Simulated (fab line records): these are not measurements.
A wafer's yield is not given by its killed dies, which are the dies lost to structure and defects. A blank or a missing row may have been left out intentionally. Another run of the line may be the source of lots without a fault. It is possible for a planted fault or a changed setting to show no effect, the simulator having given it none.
fab line records    flow gf180mcu    part 2 of 2: steps 31 to 39 of 39
[record] lots = 5  wafers = 15  lastDay = 33
route steps=602 shown SAB@273 SALICIDE@278 CONTACT@287
lots with no fault: from the same line, run without faults
startH: hours from the record's opening day to when the first of the lot's shown wafers began    waitH: hours elapsed since this lot's preceding step    " as in the row above    L1.1+2: a single row standing in for several wafers    - either no value or no given start    * or withheld: withheld    < > ~ a bound
route shown NAME@n: NAME is a module with steps in the file, n the number in the route of the first one    usual: mean and standard deviation over wafers with no fault    same: alike in all rows    chamber/n: place in a boat    sites: per-site readings    _std_site: the standard deviation of these    _edge_site: inner sites' mean taken away from outer sites' mean    radiusMm: how far each site lies from the wafer's centre    mask NAME#n: copy n    behind: tool/chamber where the wafer was last shaped    hold: what put the lot on hold/how long, in hours/how the hold closed    device: which transistor (n, p or np) failed to switch    end of line: the same wafers' tests at the end of the route    a step with no rows: only its recipe    killed: dies that structure and defects cost at the first sort, which is not the same as the wafer's yield    map: shows each die of a wafer: x if killed, . if not, _ if none is there
set.NAME: the setting that was run; set.NAME@STEP: the one run at that earlier step    model.NAME: the simulator's own value behind a step, which no gauge read
certain route steps with their lots: each step a table, each wafer a row
services: a tool's chamber out of use, with start hour (startH, from the record's first day; less than 0 if before it), hours out, and reason
[[steps]]
[step GF_CONTACT_ETCH_16]
[recipe] chemistry = N2/H2  targetDepthA = withheld  overetchA = withheld  timeS = withheld  target = BARC  ionEnergyEv = 200  sourceW = 500  biasW = 100  pressureMtorr = 30  n2FlowSccm = 100  h2FlowSccm = 200
[usual] drypumpMotorCurrentA = 5.6/0.43  oesProductAu = 0.854/0.0045  throttleValvePct = 13.225/0.0081
lot.wafer  tool        chamber  startH  waitH  drypumpMotorCurrentA  oesProductAu  throttleValvePct
L075.2     rieDiel-02  0        353.53  0.0    5.4                   0.857         13.229
L075.3     "           1        "       "      6.3                   0.856         13.226
L075.4     "           3        "       "      5.4                   0.855         13.212
L085.1     rieDiel-04  3        439.65  0.0    5.4                   0.857         13.232
L085.4     "           0        "       "      6.4                   0.858         13.227
L085.6     "           3        "       "      5.4                   0.855         13.233
L088.1     rieDiel-04  3        471.61  0.0    5.4                   0.853         13.226
L088.3     "           0        "       "      6.4                   0.850         13.231
L088.6     "           0        "       "      6.4                   0.858         13.230
L091.1     rieDiel-01  0        501.64  0.0    5.3                   0.851         13.219
L091.2     "           2        "       "      6.3                   0.858         13.226
L091.3     "           1        "       "      5.2                   0.848         13.214
L094.3     rieDiel-02  2        530.21  0.0    5.5                   0.851         13.237
L094.4     "           1        "       "      6.3                   0.853         13.242
L094.5     "           3        "       "      5.4                   0.852         13.213
[step GF_CONTACT_ETCH_17]
[recipe] chemistry = C4F8/O2/Ar  maskMaterial = KrF  target = SiO2  stopOn = CoSi2  sourceW = 1500  biasW = 1200  pressureMtorr = 40  c4f8FlowSccm = withheld  O2_flow_sccm = 6  Ar_flow_sccm = 300  timeS = withheld  targetDepthA = 8600
[usual] oesProductAu = 0.814/0.0047
lot.wafer  tool        chamber  startH  waitH  oesProductAu
L075.2     rieDiel-02  0        -       -      0.812
L075.3     "           1        "       "      0.809
L075.4     "           3        "       "      0.821
L085.1     rieDiel-04  3        -       -      0.815
L085.4     "           0        "       "      0.809
L085.6     "           3        "       "      0.817
L088.1     rieDiel-04  3        -       -      0.817
L088.3     "           0        "       "      0.825
L088.6     "           0        "       "      0.812
L091.1     rieDiel-01  0        -       -      0.822
L091.2     "           2        "       "      0.812
L091.3     "           1        "       "      0.816
L094.3     rieDiel-02  2        -       -      0.811
L094.4     "           1        "       "      0.811
L094.5     "           3        "       "      0.813
[step GF_CONTACT_STRIP_18]
[recipe] chemistry = O2/N2  powerW = 1400  pressureMtorr = 1500  platenTempC = 250  o2FlowSccm = 3000  n2FlowSccm = 300  overashFraction = 0.5
[usual] drypumpMotorCurrentA = 5.67/0.21  heaterPowerW = 336/32  oesProductAu = 0.580/0.0053
lot.wafer  tool            chamber  startH  waitH  drypumpMotorCurrentA  heaterPowerW  oesProductAu  rfHoursCounterH
L075.2     plasmaAsher-04  1        353.69  -      5.50                  320           0.572         27
L075.3     "               1        "       "      5.49                  321           0.585         -
L075.4     "               0        "       "      5.79                  332           0.583         -
L085.1     plasmaAsher-01  1        439.81  -      5.50                  303           0.574         77
L085.4     "               0        "       "      5.81                  393           0.576         -
L085.6     "               0        "       "      5.81                  388           0.576         -
L088.1     plasmaAsher-01  1        471.77  -      5.49                  304           0.583         81
L088.3     "               1        "       "      5.50                  290           0.580         -
L088.6     "               0        "       "      5.83                  390           0.582         -
L091.1     plasmaAsher-01  0        501.81  -      5.77                  383           0.581         84
L091.2     "               1        "       "      5.45                  299           0.583         84
L091.3     "               1        "       "      5.48                  306           0.569         -
L094.3     plasmaAsher-04  1        530.41  -      5.48                  315           0.579         -
L094.4     "               0        "       "      5.81                  344           0.576         -
L094.5     "               1        "       "      5.49                  313           0.586         -
[step GF_CONTACT_CLEAN_19]
[recipe] chemistry = SPM
lot.wafer   tool         chamber  startH  waitH
L075.2+3+4  wetBench-01  3        353.79  0.1
L085.1+4+6  wetBench-04  2        439.91  0.1
L088.1+3+6  wetBench-03  1        471.87  0.1
L091.1+2+3  wetBench-04  0        501.91  0.1
L094.3+4+5  wetBench-03  3        530.47  0.0
[step GF_CONTACT_CLEAN_20]
[recipe] chemistry = DIW
lot.wafer   tool         chamber  startH  waitH
L075.2+3+4  wetBench-01  2        353.95  0.1
L085.1+4+6  wetBench-01  0        440.00  0.0
L088.1+3+6  wetBench-04  2        471.97  0.0
L091.1+2+3  wetBench-01  0        502.00  0.0
L094.3+4+5  wetBench-01  2        530.57  0.0
[step GF_CONTACT_CLEAN_21]
[recipe] chemistry = dHF  timeS = 20  dilution = 100:1  dry = ipaMarangoni
lot.wafer   tool         chamber  startH  waitH
L075.2+3+4  wetBench-01  1        354.05  0.0
L085.1+4+6  wetBench-03  1        440.10  0.0
L088.1+3+6  wetBench-01  0        472.06  0.0
L091.1+2+3  wetBench-03  3        502.09  0.0
L094.3+4+5  wetBench-04  3        530.66  0.0
[step GF_CONTACT_SPUTTER_22]
[recipe] material = Ti  targetThkNm = 15  chamberPressurePa = 5  powerW = 2500  substrateTempC = 200  timeS = 80.02
[usual] cathodeDcPowerW = 2500.0/0.47  substrateTempC = 199.98/0.15  throttleValvePct = 30.2/0.89
lot.wafer  tool           chamber  startH  waitH  cathodeDcPowerW  substrateTempC  throttleValvePct
L075.2     pvdSputter-02  -        354.06  0.0    2500.9           199.87          30.7
L075.3     "              -        "       "      2500.1           199.86          28.2
L075.4     "              -        "       "      2500.4           199.81          30.3
L085.1     pvdSputter-01  -        440.11  0.0    2500.8           199.86          30.2
L085.4     "              -        "       "      2499.5           200.04          30.8
L085.6     "              -        "       "      2499.6           200.10          30.4
L088.1     pvdSputter-04  -        472.07  0.0    2500.8           199.89          30.2
L088.3     "              -        "       "      2500.0           199.93          28.9
L088.6     "              -        "       "      2499.9           200.18          30.6
L091.1     pvdSputter-04  -        502.10  0.0    2499.7           199.88          29.9
L091.2     "              -        "       "      2500.0           199.58          28.9
L091.3     "              -        "       "      2500.1           199.88          30.7
L094.3     pvdSputter-02  -        530.67  0.0    2500.1           199.92          28.1
L094.4     "              -        "       "      2499.5           199.85          30.5
L094.5     "              -        "       "      2500.1           200.03          28.1
[step GF_CONTACT_SPUTTER_23]
[recipe] material = TiN  targetThkNm = 10  chamberPressurePa = 5  powerW = 4000  timeS = 40
[usual] cathodeDcPowerW = 4000.0/0.76  throttleValvePct = 30.2/0.9
lot.wafer  tool           chamber  startH  waitH  cathodeDcPowerW  throttleValvePct
L075.2     pvdSputter-02  -        354.12  0.0    4000.0           30.9
L075.3     "              -        "       "      4001.0           27.9
L075.4     "              -        "       "      3999.8           30.2
L085.1     pvdSputter-01  -        440.17  0.0    4000.5           29.6
L085.4     "              -        "       "      4001.4           30.6
L085.6     "              -        "       "      3998.9           30.7
L088.1     pvdSputter-04  -        472.13  0.0    3999.8           30.1
L088.3     "              -        "       "      3999.8           28.7
L088.6     "              -        "       "      4001.6           30.8
L091.1     pvdSputter-04  -        502.17  0.0    4000.9           30.2
L091.2     "              -        "       "      3998.9           28.9
L091.3     "              -        "       "      4000.4           30.8
L094.3     pvdSputter-02  -        530.73  0.0    3999.6           28.4
L094.4     "              -        "       "      3999.8           30.4
L094.5     "              -        "       "      3999.7           28.3
[step GF_CONTACT_CVD_24]
[recipe] material = W  targetThkNm = 300  timeS = 90.339  tempC = 400  pressureTorr = 38.86
[usual] heaterPowerW = 824/74
lot.wafer  tool     chamber  startH  waitH  heaterPowerW
L075.2     cvdW-01  0        354.16  0.0    771
L075.3     "        0        "       "      780
L075.4     "        1        "       "      926
L085.1     cvdW-02  1        440.21  0.0    800
L085.4     "        0        "       "      830
L085.6     "        1        "       "      815
L088.1     cvdW-01  0        472.17  0.0    709
L088.3     "        1        "       "      913
L088.6     "        1        "       "      914
L091.1     cvdW-01  1        502.20  0.0    936
L091.2     "        0        "       "      708
L091.3     "        1        "       "      945
L094.3     cvdW-02  1        530.81  0.1    827
L094.4     "        0        "       "      825
L094.5     "        1        "       "      816
[[services]]
tool            chamber  startH  hours  kind
cmp-02          -        308.75  5.0    pm
cvdW-01         -        313.18  4.3    pm
cmp-02          -        313.76  7.0    pm
pvdSputter-02   -        320.18  2.0    repair
rieDiel-02      2        334.39  3.8    repair
rieDiel-02      2        345.50  5.2    repair
wetBench-03     -        352.29  25.6   repair
plasmaAsher-01  -        358.67  1.3    repair
rieDiel-04      1        364.58  8.5    repair
wetBench-03     -        378.98  3.3    repair
pvdSputter-02   -        381.69  18.4   repair
pvdSputter-03   -        400.50  1.3    repair
cmp-02          -        404.20  4.0    pm
wetBench-01     -        406.15  1.1    repair
rtpAnneal-02    -        433.32  3.4    pm
pvdSputter-02   -        439.97  6.6    repair
rieDiel-02      -        443.26  2.8    pm
rtpAnneal-01    -        445.53  4.3    pm
rieDiel-02      2        453.74  8.9    repair
rieDiel-04      0        494.10  2.4    repair
cmp-02          -        495.75  0.7    repair
rieDiel-02      0        507.74  6.0    repair
pvdSputter-02   -        520.44  0.5    repair
rieDiel-04      -        524.61  2.8    pm
